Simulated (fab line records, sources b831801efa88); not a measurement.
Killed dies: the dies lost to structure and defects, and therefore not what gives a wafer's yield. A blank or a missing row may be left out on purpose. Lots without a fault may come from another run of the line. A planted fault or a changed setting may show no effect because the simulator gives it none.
A lot that was struck, set against a sound lot -- flow sky130 -- 15 out of 708 route steps
Sound: the wafers L747.1, L747.2, L747.5. Struck: wafer L757.1 (left out: L757.4, L757.5 of the same lot, which were not struck); the cause appears at the end.
For every step that has rows: the tool of each side, followed by ch and its chambers, followed by its first start. Under that, the readings that differ: sound wafers -- struck wafers -- difference of the means -- sigmas: that difference in standard deviations of wafers without a fault.
alike: words and numbers the same on both sides, and readings whose means are apart by under 2 such deviations; not compared: readings that were withheld, readings missing a value for some wafer, numbers with overlapping values and no deviation given by the record, and bounds like >300 which may hide the same value.
A row with sigmas, a row that says differs or no value, or rows on one side alone: a step with any of these is where the two part. Numbers that have no deviation but don't overlap get no sigmas and don't part them. Lack of a reading on every wafer of one side parts them only where that side has two or more wafers.

first, 5 steps without rows for these wafers: SKY_VIA1_STRIP_16 (strips in O2/N2); SKY_VIA1_STRIP_17 (strips in post etch residue remover, time 1200 s); SKY_VIA1_CLEAN_18 (cleans in IPA, time 180 s); SKY_VIA1_CLEAN_19 (cleans in O3/DIW); SKY_VIA1_SPUTTER_20 (material TiN, target thk 20 nm, time 80 s).
SKY_VIA1_CVD_21: deposits W, target thk 270 nm, time 80.902 s.
  sound on cvd w-01 ch 0,1, day 33 19:15; struck on cvd w-01 ch 1, day 37 12:07
  alike: heater power w
SKY_VIA1_RS_MEAS_22: measurement is done with a four-point probe.
  struck on film metro-04, day 37 12:13; sound on film metro-03, day 33 19:20
  alike: VIA1_W_RS
SKY_VIA1_THK_MEAS_23: measures by xrf.
  struck on film metro-04, day 37 12:20; sound on film metro-03, day 33 19:28
  alike: VIA1_W_THK
then, 1 step without rows for these wafers: SKY_VIA1_CMP_24 (polishes, stops on SiO2, t overpolish 15 s, target thk 0 nm).
SKY_METAL2_SPUTTER_00: material Ti, target thk 15 nm, time 10 s.
  struck on pvd sputter-04, day 37 12:42; sound on pvd sputter-04, day 33 19:49
  alike: throttle valve pct
SKY_METAL2_SPUTTER_01: material TiN, target thk 20 nm, time 16.7 s.
  struck on pvd sputter-04, day 37 12:43; sound on pvd sputter-04, day 33 19:51
  alike: throttle valve pct
SKY_METAL2_SPUTTER_02: material AlCu, target thk 250 nm, time 13.3 s.
  struck on pvd sputter-04, day 37 12:44; sound on pvd sputter-04, day 33 19:53
  alike: throttle valve pct
SKY_METAL2_SPUTTER_03: material Ti, target thk 5 nm, time 3.3 s.
  struck on pvd sputter-04, day 37 12:46; sound on pvd sputter-04, day 33 19:54
reading,sound,struck,difference,sigmas
model.Ti_of_METAL2_SPUTTER_03.thk nm (nm),4.891 4.868 4.879,2.227,-2.652,
  alike: throttle valve pct
SKY_METAL2_SPUTTER_04: material TiN, target thk 70 nm, time 58.3 s.
  struck on pvd sputter-04, day 37 12:47; sound on pvd sputter-04, day 33 19:55
  alike: throttle valve pct
-- the record jumps here: 11 days lie between the struck wafers' starts before and after (it left off in module METAL2 and takes up again in module PAD_OPEN, whose first step shown is number 708 of the route) --
SKY_PAD_OPEN_PROBE_99:
  struck on prober-02, day 48 09:25; sound on prober-02, day 45 14:58
reading,sound,struck,difference,sigmas
killed at other,2 0 3,0,-2,-3
  alike: defect limited yield, killed_at_M0_to_M3, killed_at_M4_up, killed at contacts, killed at front end, killed dies, killed open, killed short, sort_bin_3_pad_short, sort_bin_5_function, sort_bin_6_memory, sort n pass, sort yield pct
  not compared: model.etest.met2.rs ohm sq

WHERE THEY PART
SKY_PAD_OPEN_PROBE_99 only, going by this record.

WHY: what had been put in by the simulator
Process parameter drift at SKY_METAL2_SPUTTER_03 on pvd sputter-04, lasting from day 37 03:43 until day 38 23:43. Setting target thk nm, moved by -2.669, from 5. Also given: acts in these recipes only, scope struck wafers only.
